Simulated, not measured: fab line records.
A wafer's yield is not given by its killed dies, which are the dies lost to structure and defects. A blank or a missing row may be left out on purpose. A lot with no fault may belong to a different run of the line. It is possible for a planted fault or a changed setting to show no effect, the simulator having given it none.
Which tool is to blame?	flow sky130	Sampling: 12 lots, 36 wafers, 4 of 708 route steps

WHAT THE GAUGES READ, wafer by wafer
SKY_METAL1_RS_MEAS_05: a four-point-probe measurement.
lot	measured	on	METAL1_ALCU_RS (ohm/sq)
L631	day 32 18:37	film_metro-03	0.1269 0.1261 0.1272
L634	day 33 14:13	film_metro-02	0.1291 0.1301 0.1296
L633	day 33 17:24	film_metro-02	0.1279 0.1273 0.1273
L635	day 34 04:58	film_metro-02	0.1250 0.1250 0.1253
L637	day 34 16:16	film_metro-04	0.1303 0.1289 0.1278
L638	day 35 07:43	film_metro-02	0.1278 0.1282 0.1278
L639	day 35 17:19	film_metro-03	0.1254 0.1257 0.1243
L641	day 35 23:32	film_metro-04	0.1251 0.1266 0.1245
L648	day 38 23:04	film_metro-02	0.1243 0.1249 0.1260
L649	day 39 02:35	film_metro-03	0.1286 0.1269 0.1262
L651	day 39 05:26	film_metro-04	0.1279 0.1276 0.1273
L650	day 39 08:41	film_metro-03	0.1261 0.1270 0.1262

SKY_METAL1_THK_MEAS_06: measures by xrf.
lot	measured	on	METAL1_ALCU_THK (nm)
L631	day 32 18:44	film_metro-03	247 248 249
L634	day 33 14:20	film_metro-02	246 243 243
L633	day 33 17:30	film_metro-02	250 249 251
L635	day 34 05:05	film_metro-02	251 252 252
L637	day 34 16:23	film_metro-04	243 245 249
L638	day 35 07:49	film_metro-02	245 248 249
L639	day 35 17:25	film_metro-03	257 253 237
L641	day 35 23:39	film_metro-04	254 251 237
L648	day 38 23:11	film_metro-02	254 255 252
L649	day 39 02:42	film_metro-03	249 250 254
L651	day 39 05:34	film_metro-04	249 249 247
L650	day 39 08:47	film_metro-03	253 253 252

WHAT TOOL EACH LOT RAN ON (gives the tool, then ch and the chambers of the sampled wafers, and finally the start)
lot	SKY_CONTACT_SPUTTER_23	SKY_METAL1_SPUTTER_04
L631	pvd_sputter-01, day 32 17:50	pvd_sputter-02, day 32 18:34
L634	pvd_sputter-03, day 33 13:26	pvd_sputter-01, day 33 14:10
L633	pvd_sputter-03, day 33 16:34	pvd_sputter-01, day 33 17:19
L635	pvd_sputter-01, day 34 04:10	pvd_sputter-04, day 34 04:55
L637	pvd_sputter-03, day 34 15:28	pvd_sputter-02, day 34 16:13
L638	pvd_sputter-01, day 35 06:47	pvd_sputter-02, day 35 07:38
L639	pvd_sputter-03, day 35 16:22	pvd_sputter-02, day 35 17:13
L641	pvd_sputter-03, day 35 22:44	pvd_sputter-02, day 35 23:29
L648	pvd_sputter-04, day 38 22:17	pvd_sputter-01, day 38 23:01
L649	pvd_sputter-04, day 39 01:19	pvd_sputter-04, day 39 02:31
L651	pvd_sputter-04, day 39 04:32	pvd_sputter-01, day 39 05:23
L650	pvd_sputter-03, day 39 07:50	pvd_sputter-01, day 39 08:36
- SKY_CONTACT_SPUTTER_23: material TiN, target thk 20 nm, time 80 s.
- SKY_METAL1_SPUTTER_04: material TiN, target thk 70 nm, time 58.3 s.

AS READ BY THE TOOLS THEMSELVES (means over the sampled wafers that have a number; for cases with no such wafer, the mark the record gives instead)
SKY_CONTACT_SPUTTER_23.
lot	tool	throttle_valve_pct (%)
L631	pvd_sputter-01	30.1
L634	pvd_sputter-03	29.7
L633	pvd_sputter-03	28.8
L635	pvd_sputter-01	29.7
L637	pvd_sputter-03	29.9
L638	pvd_sputter-01	29.8
L639	pvd_sputter-03	29.8
L641	pvd_sputter-03	30.9
L648	pvd_sputter-04	30.4
L649	pvd_sputter-04	29.9
L651	pvd_sputter-04	30.5
L650	pvd_sputter-03	30.8

SKY_METAL1_SPUTTER_04.
lot	tool	throttle_valve_pct (%)
L631	pvd_sputter-02	30.3
L634	pvd_sputter-01	29.5
L633	pvd_sputter-01	30.6
L635	pvd_sputter-04	30.0
L637	pvd_sputter-02	29.4
L638	pvd_sputter-02	28.9
L639	pvd_sputter-02	30.3
L641	pvd_sputter-02	29.4
L648	pvd_sputter-01	30.2
L649	pvd_sputter-04	30.1
L651	pvd_sputter-01	29.0
L650	pvd_sputter-01	29.8

THE ANSWER, worked out from the rows above alone
Rule: what is usual is taken from the lots themselves. Put in order of their means at a reading, lots are off if they are a third of the lots or fewer, leave a main group of 4 or more, and stand apart from it by a gap of 3 or more times the standard deviation of the main group's means; of several such gaps the widest counts. The tables above print the reading to a certain number of digits; a main group whose means all agree to those digits is not used. A lot without any number at a reading at which 4 lots or more have one is off too. The other lots that the step has rows for count as sound. First the gauges in route order, then the tools' own readings, where a lot's mean is used as printed above. At the first step where some lot is off, the reading lying furthest off is the one used; lots without a number count as furthest.
No lot is off on any of the readings shown, so nothing can be concluded from this.

WHAT THE SIMULATOR PUT IN
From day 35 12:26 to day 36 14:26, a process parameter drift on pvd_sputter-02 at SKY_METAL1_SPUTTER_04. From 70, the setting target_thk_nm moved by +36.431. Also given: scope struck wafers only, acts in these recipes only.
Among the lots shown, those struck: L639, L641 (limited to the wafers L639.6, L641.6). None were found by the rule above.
